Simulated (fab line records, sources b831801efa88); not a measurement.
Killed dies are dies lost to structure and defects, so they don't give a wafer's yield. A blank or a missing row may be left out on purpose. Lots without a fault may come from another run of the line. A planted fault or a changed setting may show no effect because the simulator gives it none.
Which tool did it? | flow sky130 | 10 lots, 30 wafers sampled, at 1 step of a route of 708

WHAT THE GAUGES READ, wafer by wafer
SKY_METAL1_THK_MEAS_06: measures by xrf.
lot  | measured     | on            | METAL1_ALCU_THK (nm)
L569 | day 32 09:46 | film_metro-03 | 251.9 248.2 251.7
L570 | day 33 01:21 | film_metro-01 | 254.0 252.2 252.7
L573 | day 34 04:00 | film_metro-01 | 252.1 254.0 255.0
L578 | day 35 10:28 | film_metro-01 | 250.6 252.4 254.4
L580 | day 35 20:17 | film_metro-01 | 245.5 248.6 249.0
L582 | day 36 09:43 | film_metro-03 | 251.2 252.4 252.4
L583 | day 36 23:05 | film_metro-02 | 255.4 253.7 255.1
L584 | day 37 06:05 | film_metro-01 | 252.3 248.3 250.4
L587 | day 38 08:34 | film_metro-01 | 252.6 251.3 248.6
L589 | day 38 20:11 | film_metro-03 | 247.2 248.4 251.9

WHICH TOOL RAN EACH LOT (tool, then ch and the chambers of the sampled wafers, then the start)
The record holds no process step before these readings.

WHAT THE TOOLS THEMSELVES READ (means of the sampled wafers that have a number; where no wafer has one, the mark that the record gives instead)
The record holds no such reading with a usual standard deviation.

THE ANSWER, worked out from the rows above alone
Rule: what is usual is taken from the lots themselves. Put in order of their means at a reading, lots are off if they are a third of the lots or fewer, leave a main group of 4 or more, and stand apart from it by a gap of 3 or more times the standard deviation of the main group's means; of several such gaps the widest counts. A main group whose means are all the same, to the digits that the tables above print for the reading, isn't used. A lot without any number at a reading at which 4 lots or more have one is off too. The other lots that the step has rows for count as sound. The gauges are gone through in route order, then the tools' own readings, and for those a lot's mean is taken as printed above. The first step at which some lot is off is used, and at that step the reading that is off furthest; a lot without a number counts as furthest.
No lot is off at any reading shown: from this, nothing can be told.

WHAT THE SIMULATOR HAD PUT IN
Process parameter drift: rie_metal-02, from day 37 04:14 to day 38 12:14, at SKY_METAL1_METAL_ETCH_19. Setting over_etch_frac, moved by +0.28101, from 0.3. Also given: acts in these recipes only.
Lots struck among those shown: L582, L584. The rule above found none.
